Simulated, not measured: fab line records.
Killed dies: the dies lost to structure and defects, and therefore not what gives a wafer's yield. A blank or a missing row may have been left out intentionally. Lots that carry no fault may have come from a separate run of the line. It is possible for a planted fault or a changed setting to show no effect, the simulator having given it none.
fab line records	flow sky130
record lots=10	wafers=27	lastDay=50
route steps=708 shown LI_CONTACT@383 LOCAL_INTERCONNECT@400 CONTACT@410
lots untouched by any fault: they come from a run of this same line in which no faults occurred
startH: start of the lot's first displayed wafer, in hours after the record's first day	waitH: hours from the lot's prior step to this one	" same as the row above	L1.1+2: one row covering several wafers at once	- no value present, or no start provided	* or withheld: withheld	< > ~ a bound
route shown NAME@n: a module of which the file shows steps, and the number in the route of the first	usual: mean and standard deviation over wafers with no fault	same: alike in all rows	chamber/n: place in a boat	sites: readings site by site	_std_site: how widely they spread, as a standard deviation	_edge_site: inner sites' mean taken away from outer sites' mean	radiusMm: how far each site lies from the wafer's centre	mask NAME#n: copy n	behind: the tool/chamber that last shaped the wafer	hold: why the lot was held/for how many hours/how that ended	device: the n, p or np transistor that did not switch	end of line: tests run on the same wafers once the route is complete	for a step that has no rows: nothing shown but its recipe	killed: count of dies lost to structure and defects at first sort (not the wafer's yield)	map: shows each die of a wafer: x if killed, . if not, _ if none is there
set.NAME: the setting the step ran with; set.NAME@STEP: the setting that earlier step ran with	model.NAME: the simulator's own value behind a step, which no gauge read
one table for each step of the route and one row for each wafer, over a sample of lots
services: the hour from which a tool's chamber was out of use, counted from the record's first day as startH (under 0 if before that day), plus the number of hours and why
## steps
# step SKY_LI_CONTACT_CVD_21
# recipe material=W	targetThkNm=400	timeS=120.56	tempC=400	pressureTorr=40
# usual heaterPowerW=918/40
lot.wafer	tool	chamber	startH	waitH	heaterPowerW	sinceWetCleanH
L691.1	cvdW-01	1	666.19	0.0	878	762
L691.4	"	1	"	"	868	-
L691.5	"	0	"	"	942	-
L694.4	cvdW-02	1	691.11	0.1	898	-
L694.5	"	0	"	"	906	-
L694.6	"	1	"	"	899	-
L695.3	cvdW-02	1	701.69	0.1	922	-
L695.5	"	0	"	"	932	-
L695.6	"	1	"	"	895	-
L696.1	cvdW-02	0	718.16	0.0	924	314
L696.2	"	1	"	"	929	314
L696.5	"	1	"	"	896	-
L700.2	cvdW-01	1	752.20	0.0	878	848
L700.4	"	1	"	"	867	-
L700.6	"	0	"	"	947	-
L701.1	cvdW-02	1	762.80	0.0	917	359
L701.4	"	0	"	"	935	-
L701.6	"	1	"	"	917	-
L703.2	cvdW-01	1	777.94	0.0	855	874
L703.3	"	1	"	"	863	-
L703.5	"	0	"	"	961	-
L709.2	cvdW-01	1	824.47	0.0	866	920
L709.4	"	1	"	"	891	-
L710.2	cvdW-01	0	833.65	0.0	954	930
L710.4	"	0	"	"	952	-
L711.1	cvdW-01	1	839.89	0.0	848	936
L711.3	"	0	"	"	997	-
# step SKY_LI_CONTACT_RS_MEAS_22
# recipe thkMeasGauge=four-point-probe	reads=W_of_LI_CONTACT_CVD_21+TiN_of_LI_CONTACT_SPUTTER_20+Ti_of_LI_CONTACT_SPUTTER_19
# usual LI_CONTACT_W_RS=0.284/0.0039
lot.wafer	tool	chamber	startH	waitH	hold	LI_CONTACT_W_RS[ohm/sq]
L691.1	filmMetro-01	-	666.31	0.1	-	0.279
L691.4	"	-	"	"	-	0.283
L691.5	"	-	"	"	-	0.286
L694.4	filmMetro-02	-	691.26	0.1	-	0.289
L694.5	"	-	"	"	-	0.278
L694.6	"	-	"	"	-	0.287
L695.3	filmMetro-01	-	701.81	0.1	-	0.283
L695.5	"	-	"	"	-	0.280
L695.6	"	-	"	"	-	0.281
L696.1	filmMetro-04	-	718.34	0.1	-	0.283
L696.2	"	-	"	"	-	0.284
L696.5	"	-	"	"	-	0.289
L700.2	filmMetro-04	-	752.34	0.1	-	0.282
L700.4	"	-	"	"	-	0.282
L700.6	"	-	"	"	-	0.286
L701.1	filmMetro-04	-	762.93	0.1	-	0.283
L701.4	"	-	"	"	-	0.282
L701.6	"	-	"	"	-	0.283
L703.2	filmMetro-01	-	778.08	0.1	-	0.286
L703.3	"	-	"	"	-	0.284
L703.5	"	-	"	"	-	0.288
L709.2	filmMetro-04	-	824.62	0.1	awaitDispo/0.2h/release	0.699
L709.4	"	-	"	"	awaitDispo/0.2h/release	0.284
L709.2	filmMetro-04	-	824.90	0.3	-	0.700
L709.4	"	-	"	"	-	0.284
L710.2	filmMetro-02	-	833.80	0.1	awaitDispo/0.2h/release	0.733
L710.4	"	-	"	"	awaitDispo/0.2h/release	0.286
L710.2	filmMetro-02	-	834.26	0.4	-	0.736
L710.4	"	-	"	"	-	0.287
L711.1	filmMetro-04	-	840.01	0.1	awaitDispo/0.2h/release	0.691
L711.3	"	-	"	"	awaitDispo/0.2h/release	0.288
L711.1	filmMetro-04	-	840.30	0.3	-	0.692
L711.3	"	-	"	"	-	0.288
# step SKY_LI_CONTACT_THK_MEAS_23
# recipe thkMeasGauge=xrf	reads=W_of_LI_CONTACT_CVD_21
# usual LI_CONTACT_W_THK=408/6.1
lot.wafer	tool	chamber	startH	waitH	hold	LI_CONTACT_W_THK[nm]
L691.1	filmMetro-01	-	666.43	0.1	-	414
L691.4	"	-	"	"	-	406
L691.5	"	-	"	"	-	403
L694.4	filmMetro-02	-	691.35	0.1	-	406
L694.5	"	-	"	"	-	423
L694.6	"	-	"	"	-	408
L695.3	filmMetro-01	-	701.91	0.1	-	409
L695.5	"	-	"	"	-	413
L695.6	"	-	"	"	-	409
L696.1	filmMetro-04	-	718.46	0.1	-	406
L696.2	"	-	"	"	-	404
L696.5	"	-	"	"	-	402
L700.2	filmMetro-04	-	752.45	0.1	-	404
L700.4	"	-	"	"	-	408
L700.6	"	-	"	"	-	400
L701.1	filmMetro-04	-	763.05	0.1	-	405
L701.4	"	-	"	"	-	406
L701.6	"	-	"	"	-	403
L703.2	filmMetro-01	-	778.19	0.1	-	406
L703.3	"	-	"	"	-	408
L703.5	"	-	"	"	-	401
L709.2	filmMetro-04	-	832.12	7.2	awaitDispo/0.2h/release	165
L709.4	"	-	"	"	awaitDispo/0.2h/release	407
L709.2	filmMetro-04	-	832.34	0.2	-	164
L709.4	"	-	"	"	-	407
L710.2	filmMetro-02	-	839.10	4.8	awaitDispo/0.2h/release	158
L710.4	"	-	"	"	awaitDispo/0.2h/release	409
L710.2	filmMetro-02	-	839.34	0.2	-	158
L710.4	"	-	"	"	-	405
L711.1	filmMetro-04	-	841.86	1.5	awaitDispo/0.2h/release	169
L711.3	"	-	"	"	awaitDispo/0.2h/release	409
L711.1	filmMetro-04	-	842.09	0.2	-	168
L711.3	"	-	"	"	-	408
# step SKY_LI_CONTACT_CMP_24
# recipe stopOn=PSG	tOverpolishS=20	downForcePsi=3.5	platenRpm=60	targetThkNm=0	padVelocityMS=0.94248
# usual motorCurrentA=10.7/1.3	retainingRingPressureFrac=1.000/0.0052	slurryFlowMlMin=150.1/0.48	timeToEndpointS=95.7/2.9
lot.wafer	tool	chamber	startH	waitH	hold	motorCurrentA	retainingRingPressureFrac	slurryFlowMlMin	timeToEndpointS
L691.4	cmp-01	0	666.59	0.1	-	9.6	1.002	150.2	97.0
L691.1	"	1	"	"	-	12.3	0.999	151.4	104.4
L691.5	"	3	"	"	-	11.2	0.997	150.6	98.2
L694.4	cmp-02	2	691.38	0.0	-	11.1	0.995	149.3	96.1
L694.6	"	2	"	"	-	11.4	1.001	150.4	99.8
L694.5	"	3	"	"	-	9.3	0.993	149.7	97.4
L695.3	cmp-01	0	702.00	0.1	-	9.7	0.995	150.6	92.5
L695.6	"	3	"	"	-	11.5	1.002	150.7	92.4
L695.5	"	0	"	"	-	9.6	0.992	149.7	93.6
L696.2	cmp-01	0	718.57	0.1	-	10.0	1.001	150.1	93.8
L696.1	"	1	"	"	-	12.4	1.001	150.9	96.2
L696.5	"	3	"	"	-	11.0	1.004	149.5	90.6
L700.4	cmp-02	3	752.55	0.1	-	9.4	1.010	150.9	99.3
L700.2	"	0	"	"	-	11.1	0.999	150.2	98.2
L700.6	"	2	"	"	-	10.8	0.998	149.3	97.1
L701.1	cmp-02	1	763.11	0.1	-	12.3	0.996	150.4	97.3
L701.4	"	3	"	"	-	8.9	1.005	149.6	94.9
L701.6	"	1	"	"	-	13.3	0.996	150.0	93.9
L703.2	cmp-02	3	778.24	0.0	-	9.6	0.998	149.8	94.8
L703.3	"	0	"	"	-	11.0	1.000	149.9	97.5
L703.5	"	3	"	"	-	9.5	0.998	150.1	96.6
L709.4	cmp-01	1	837.69	5.3	awaitDispo/5.2h/release	12.0	1.001	149.4	97.7
L709.2	"	2	"	"	awaitDispo/5.2h/release	9.2	1.012	149.8	39.4
L710.2	cmp-02	3	841.12	1.8	awaitDispo/1.6h/release	9.3	0.999	150.7	37.6
L710.4	"	2	"	"	awaitDispo/1.6h/release	10.2	0.997	149.7	91.4
L711.1	cmp-02	0	844.50	2.4	awaitDispo/1.8h/release	11.1	1.010	149.8	37.0
L711.3	"	3	"	"	awaitDispo/1.8h/release	9.2	0.998	150.0	94.9
# step SKY_LOCAL_INTERCONNECT_ETCH_13
# recipe chemistry=N2/H2	target=BARC	ionEnergyEv=200	biasW=100	pressureMtorr=30	n2FlowSccm=100	h2FlowSccm=200	icpW=500	stopOn=SiO2	timeS=45.9	targetDepthA=600
# usual drypumpMotorCurrentA=5.9/0.46	oesProductAu=0.854/0.0048	throttleValvePct=13.224/0.0089
lot.wafer	tool	chamber	startH	waitH	drypumpMotorCurrentA	oesProductAu	rfHoursCounterH	throttleValvePct
L691.1	rieMetal-02	0	695.39	0.0	6.0	0.860	10	13.214
L691.4	"	0	"	"	6.0	0.849	-	13.227
L691.5	"	1	"	"	6.2	0.860	-	13.204
L694.4	rieMetal-03	1	719.81	0.0	5.4	0.861	-	13.223
L694.5	"	0	"	"	5.9	0.855	-	13.234
L694.6	"	1	"	"	5.4	0.856	-	13.225
L695.3	rieMetal-04	0	730.61	0.0	6.6	0.854	-	13.228
L695.5	"	0	"	"	6.6	0.858	-	13.238
L695.6	"	1	"	"	4.9	0.859	-	13.218
L696.1	rieMetal-02	1	747.03	0.0	6.1	0.857	7	13.248
L696.2	"	0	"	"	6.1	0.856	12	13.239
L696.5	"	0	"	"	6.1	0.851	-	13.220
L700.2	rieMetal-04	0	779.53	0.0	6.5	0.856	5	13.225
L700.4	"	1	"	"	4.9	0.859	-	13.216
L700.6	"	0	"	"	6.5	0.850	-	13.220
L701.1	rieMetal-03	0	790.13	0.0	5.9	0.863	1	13.229
L701.4	"	0	"	"	5.9	0.864	-	13.228
L701.6	"	0	"	"	5.9	0.860	-	13.221
L703.2	rieMetal-04	1	805.24	0.0	4.9	0.856	11	13.217
L703.3	"	1	"	"	4.9	0.858	-	13.229
L703.5	"	0	"	"	6.5	0.857	-	13.217
L709.2	rieMetal-04	0	851.10	0.0	6.5	0.848	-	13.222
L709.4	"	0	"	"	6.5	0.857	-	13.219
L710.2	rieMetal-03	0	859.49	0.0	5.9	0.859	4	13.220
L710.4	"	0	"	"	6.0	0.846	-	13.230
L711.1	rieMetal-03	0	867.38	0.0	5.9	0.852	4	13.225
L711.3	"	0	"	"	5.9	0.853	-	13.211
# step SKY_LOCAL_INTERCONNECT_STRIP_15
# recipe chemistry=O2/N2	powerW=1400	pressureMtorr=1500	platenTempC=withheld	o2FlowSccm=3000	n2FlowSccm=300	overashFraction=0.5
# usual drypumpMotorCurrentA=5.7/0.38	oesProductAu=0.426/0.0047	stripTimeToEndpointS=4.711/0.018
lot.wafer	tool	chamber	startH	waitH	drypumpMotorCurrentA	oesProductAu	rfHoursCounterH	stripTimeToEndpointS
L691.1	plasmaAsher-02	1	695.51	0.0	5.1	0.427	26	4.713
L691.4	"	0	"	"	5.9	0.432	-	4.695
L691.5	"	0	"	"	5.9	0.426	-	4.708
L694.4	plasmaAsher-02	0	719.94	0.1	5.9	0.427	-	4.725
L694.5	"	0	"	"	5.9	0.435	-	4.727
L694.6	"	1	"	"	5.1	0.427	-	4.720
L695.3	plasmaAsher-02	1	730.74	0.1	5.1	0.417	-	4.713
L695.5	"	0	"	"	5.8	0.422	-	4.701
L695.6	"	1	"	"	5.1	0.414	-	4.702
L696.1	plasmaAsher-04	0	747.14	0.0	5.7	0.432	63	4.691
L696.2	"	1	"	"	6.2	0.427	63	4.718
L696.5	"	1	"	"	6.2	0.426	-	4.692
L700.2	plasmaAsher-01	0	779.64	0.0	5.3	0.426	96	4.714
L700.4	"	0	"	"	5.3	0.424	-	4.703
L700.6	"	0	"	"	5.3	0.434	-	4.697
L701.1	plasmaAsher-04	0	790.24	0.0	5.8	0.434	65	4.715
L701.4	"	0	"	"	5.8	0.424	-	4.716
L701.6	"	1	"	"	6.2	0.426	-	4.707
L703.2	plasmaAsher-02	1	805.36	0.0	5.1	0.432	38	4.745
L703.3	"	1	"	"	5.1	0.428	-	4.762
L703.5	"	0	"	"	5.8	0.427	-	4.747
L709.2	plasmaAsher-01	1	851.31	0.1	5.5	0.421	103	4.704
L709.4	"	1	"	"	5.5	0.424	-	4.727
L710.2	plasmaAsher-02	0	859.61	0.0	5.9	0.430	43	4.692
L710.4	"	0	"	"	5.9	0.422	-	4.685
L711.1	plasmaAsher-04	0	867.49	0.0	5.8	0.426	73	4.709
L711.3	"	0	"	"	5.8	0.425	-	4.729
# step SKY_CONTACT_CMP_04
# recipe material=SiO2	downForcePsi=4	platenRpm=60	padVelocityMS=0.94248
# usual motorCurrentA=11.7/1.4	retainingRingPressureFrac=0.999/0.0053	slurryFlowMlMin=150.0/0.44	timeToEndpointS=82/3
lot.wafer	tool	chamber	startH	waitH	motorCurrentA	retainingRingPressureFrac	slurryFlowMlMin	timeToEndpointS
L691.4	cmp-02	1	696.38	0.1	13.4	1.009	149.6	84
L691.1	"	3	"	"	10.0	1.001	150.6	83
L691.5	"	0	"	"	11.9	1.010	150.3	84
L694.4	cmp-02	3	721.67	0.6	10.8	0.989	149.7	85
L694.6	"	0	"	"	11.6	1.001	149.8	77
L694.5	"	1	"	"	13.8	0.995	149.9	81
L695.3	cmp-02	1	731.63	0.1	13.8	0.999	149.4	77
L695.5	"	3	"	"	9.9	0.994	149.9	79
L695.6	"	0	"	"	12.0	1.004	150.5	80
L696.2	cmp-02	3	748.07	0.1	10.7	0.995	149.4	90
L696.1	"	1	"	"	14.1	0.997	150.2	85
L696.5	"	2	"	"	11.8	0.999	149.8	86
L700.2	cmp-02	3	780.56	0.1	10.0	0.997	149.2	81
L700.4	"	0	"	"	12.5	1.003	150.0	80
L700.6	"	3	"	"	10.5	1.002	150.0	81
L701.1	cmp-01	3	791.17	0.1	11.4	1.000	150.2	76
L701.4	"	0	"	"	10.3	0.994	149.8	82
L701.6	"	3	"	"	12.8	1.005	149.5	84
L703.3	cmp-02	3	806.43	0.2	9.9	0.995	150.0	83
L703.2	"	1	"	"	14.4	1.000	149.8	84
L703.5	"	3	"	"	10.2	0.998	150.1	84
L709.2	cmp-01	2	852.63	0.1	9.9	1.006	149.5	84
L709.4	"	3	"	"	11.5	0.999	150.2	78
L710.2	cmp-02	2	860.57	0.1	12.2	1.004	150.2	84
L710.4	"	3	"	"	10.8	0.998	149.5	84
L711.1	cmp-01	2	868.83	0.1	9.6	1.003	150.4	86
L711.3	"	3	"	"	11.8	0.991	150.4	81
## services
tool	chamber	startH	hours	kind
plasmaAsher-04	-	648.97	0.6	repair
cvdW-01	-	664.18	0.2	repair
rieMetal-04	-	673.67	0.4	repair
cvdW-01	1	683.75	12.4	repair
cvdW-01	-	684.95	2.8	pm
cvdW-01	-	690.36	1.9	repair
rieMetal-04	-	694.34	28.1	pm
cvdW-02	-	712.70	2.8	pm
cvdW-01	-	718.36	1.7	repair
cmp-02	-	719.51	1.4	repair
cmp-01	-	720.34	2.0	repair
cvdW-02	-	737.94	2.2	repair
cmp-02	-	744.00	4.0	pm
cmp-01	-	755.54	0.9	repair
cmp-01	-	757.74	6.1	pm
rieMetal-04	-	775.45	2.8	pm
cmp-01	-	786.57	1.2	repair
cvdW-02	-	790.75	28.1	pm
cmp-01	-	812.01	6.3	repair
cmp-01	-	823.30	1.3	repair
cvdW-02	-	830.42	6.9	pm
rieMetal-04	1	839.87	13.1	repair
cvdW-01	1	854.67	11.8	repair
rieMetal-03	-	855.99	0.7	repair
## key
firstSign step=SKY_LI_CONTACT_RS_MEAS_22	reading=visit	direction=added
effect step=SKY_LI_CONTACT_RS_MEAS_22	reading=LI_CONTACT_W_RS	direction=up	sigmas=99+	usual=0.284	struck=0.708
effect step=SKY_LI_CONTACT_THK_MEAS_23	reading=visit	direction=added
effect step=SKY_LI_CONTACT_THK_MEAS_23	reading=LI_CONTACT_W_THK	direction=down	sigmas=40	usual=408	struck=164
effect step=SKY_LI_CONTACT_CMP_24	reading=timeToEndpointS	direction=down	sigmas=20	usual=*	struck=*
metAt SKY_LI_CONTACT_CVD_21
struckLots L709,L710,L711
struckWafers L709.2,L710.2,L711.1
testerLeftOut L709,L710,L711
notActingAt SKY_LOCAL_INTERCONNECT_ETCH_13,SKY_LOCAL_INTERCONNECT_STRIP_15,SKY_CONTACT_CMP_04
onsetBetween 777.94 824.47
fault kind=processParameterDrift	tool=cvdW-01	chamber=-	onsetH=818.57	steps=SKY_LI_CONTACT_CVD_21	channel=targetThkNm	offset=-235.77	shape=step	endH=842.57	scope=struckWafersOnly	actsIn=theseRecipesOnly	stated=400
# testerLeftOut: of these lots the tester's yield and bins aren't shown, on N5 and GAA mostly nor the transistor test; their killed dies are dies lost to structure and defects alone, not to doping, threshold or leakage, so they don't give the yield
